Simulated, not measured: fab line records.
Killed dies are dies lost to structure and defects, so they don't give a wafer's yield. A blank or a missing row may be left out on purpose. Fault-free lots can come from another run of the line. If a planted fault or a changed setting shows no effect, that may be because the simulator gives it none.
Matching of chambers + flow sky130 + 4 sister chambers for SKY_VIA4_CMP_02 on cmp-02
The step polishes SiO2. 16 wafers are shown with their chamber, then 8 later ones without.

== WAFERS WITH THEIR CHAMBER ==
| wafer  | chamber | motor current A (A) |
|--------|---------|---------------------|
| L439.1 | 3       | 12.2                |
| L439.5 | 2       | 13.2                |
| L439.6 | 1       | 13.2                |
| L445.1 | 0       | 11.9                |
| L445.5 | 0       | 12.0                |
| L445.6 | 1       | 14.3                |
| L450.1 | 3       | 11.8                |
| L450.3 | 0       | 12.0                |
| L450.6 | 0       | 12.9                |
| L452.3 | 2       | 12.8                |
| L452.5 | 0       | 12.3                |
| L452.6 | 3       | 12.7                |
| L454.1 | 3       | 12.0                |
| L454.3 | 0       | 11.8                |
| L454.5 | 3       | 12.3                |
| L459.4 | 2       | 12.3                |

SIGNATURES (averages over the wafers above)
| reading         | chamber 0 | chamber 1 | chamber 2 | chamber 3 | scatter within a chamber |
|-----------------|-----------|-----------|-----------|-----------|--------------------------|
| motor current A | 12.150    | 13.750    | 12.767    | 12.200    | 0.437                    |
Rule: for each reading, subtract the chamber's mean from the wafer's reading, divide by that reading's scatter and square the result; add these up over the readings and take the root, which gives the wafer's distance from the chamber. The wafer belongs to the nearest chamber; if the next one is less than 2 further off, it can't be placed. The scatter is the square root of a quotient: the sum, over the shown wafers, of each reading's squared deviation from its chamber's mean, divided by wafers minus chambers.

== WAFERS WITHOUT THEIR CHAMBER ==
| wafer  | motor current A (A) |
|--------|---------------------|
| L459.5 | 11.7                |
| L459.6 | 13.0                |
| L460.2 | 12.6                |
| L460.4 | 13.3                |
| L460.6 | 13.1                |
| L462.3 | 12.0                |
| L462.5 | 12.2                |
| L462.6 | 12.4                |

== THE CHAMBER EACH PASSED THROUGH ==
| wafer  | from the rows above               | in truth |
|--------|-----------------------------------|----------|
| L459.5 | can't be placed: 0 or 3 or 2      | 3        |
| L459.6 | can't be placed: 2 or 1 or 3 or 0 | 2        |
| L460.2 | can't be placed: 2 or 3 or 0      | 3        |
| L460.4 | can't be placed: 1 or 2 or 3 or 0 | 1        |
| L460.6 | can't be placed: 2 or 1 or 3 or 0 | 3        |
| L462.3 | can't be placed: 0 or 3 or 2      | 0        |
| L462.5 | can't be placed: 3 or 0 or 2      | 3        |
| L462.6 | can't be placed: 3 or 0 or 2      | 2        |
Correctly placed: 0 of 8. Can't be placed from these rows: 8 (the true chamber is among the candidates in 8). Placed wrongly: 0.
